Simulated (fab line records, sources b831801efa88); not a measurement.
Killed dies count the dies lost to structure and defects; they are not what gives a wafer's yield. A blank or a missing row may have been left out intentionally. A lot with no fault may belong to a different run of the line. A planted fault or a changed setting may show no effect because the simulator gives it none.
Code-filled problem report in 8D (eight disciplines) form / flow sky130 / the parts of the form that need people (team, actions taken, sign-off) are left out

== 1. THE PROBLEM ==
Mean of rf fwd power W at SKY_CONTACT_ETCH_16: 574.0 W across 6 wafers in 2 lots; on wafers with no fault it is 494.4 W (standard deviation 2.1). That is +38 standard deviations from the usual mean.
The step: etches BARC in N2/H2, stops on SiO2, time 45.9 s, target depth 60 nm.
Earliest sighting: wafer L939.2 on rie diel-02 at day 35 21:55. Wafers with a number at this step in the record: 36, from 12 lots. Rule for "out", or "out of limits": more than 4 standard deviations from the usual mean. All remaining wafers that have a number are taken as sound.

== 2. WHAT IT IS, AND WHAT IT ISN'T ==
question=which readings at this step | is=rf fwd power W | is not=chamber pressure mTorr, drypump motor current A, oes product au, throttle valve pct
question=which lots | is=L939, L940 | is not=L926, L928, L929, L930, L931, L943, L944, L947, L948, L949
question=which wafers of those lots | is=all that have a number | is not=-
question=read on which tools | is=rie diel-02 | is not=rie diel-03, rie diel-04
question=when | is=from day 35 21:55 | is not=up to then (15 sound wafers); but 15 sound wafers of L943, L944, L947, L948, L949 came after

== 3. THE SUSPECTS, EACH WITH WHAT RULES IT OUT ==
Counting: a tool at any process step up to the reading remains a suspect when it ran all the lots that are out and ran no sound lot after the first of those.
- rie diel-02 at SKY_CONTACT_ETCH_16 (etches BARC in N2/H2, stops on SiO2, time 45.9 s, target depth 60 nm): ruled out as a lasting fault. Sound lots L948 ran on it after its first lot that is out, L939 (day 35 21:55).
Left after counting: nothing in the record.

== 4. THE CAUSE (what the simulator had put in) ==
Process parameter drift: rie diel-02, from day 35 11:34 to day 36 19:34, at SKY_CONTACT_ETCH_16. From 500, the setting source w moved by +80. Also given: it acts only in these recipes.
Counting ruled it out, wrongly.

== 5. SEQUENCE OF EFFECTS, ordered by route ==
Each row: a reading where the mean over the struck wafers with a number is more than 3 standard deviations away from the usual. Scope: only readings with a usual standard deviation given in the record; hours: median across lots of the time from each lot's start at the first step in this table that gives one to its start at this step; sigmas: change in usual standard deviations.
hours=0; step=SKY_CONTACT_ETCH_16; reading=rf fwd power W; usual=494.4 W; on struck wafers=574.0; change=+79.6; sigmas=+38
Process steps it contains:
- SKY_CONTACT_ETCH_16: etches BARC in N2/H2, stops on SiO2, time 45.9 s, target depth 60 nm.

== 6. WHAT WOULD HAVE CAUGHT IT SOONER ==
First out-of-limits reading in this record: day 35 21:55, which is 10 hours after fault onset at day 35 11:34.
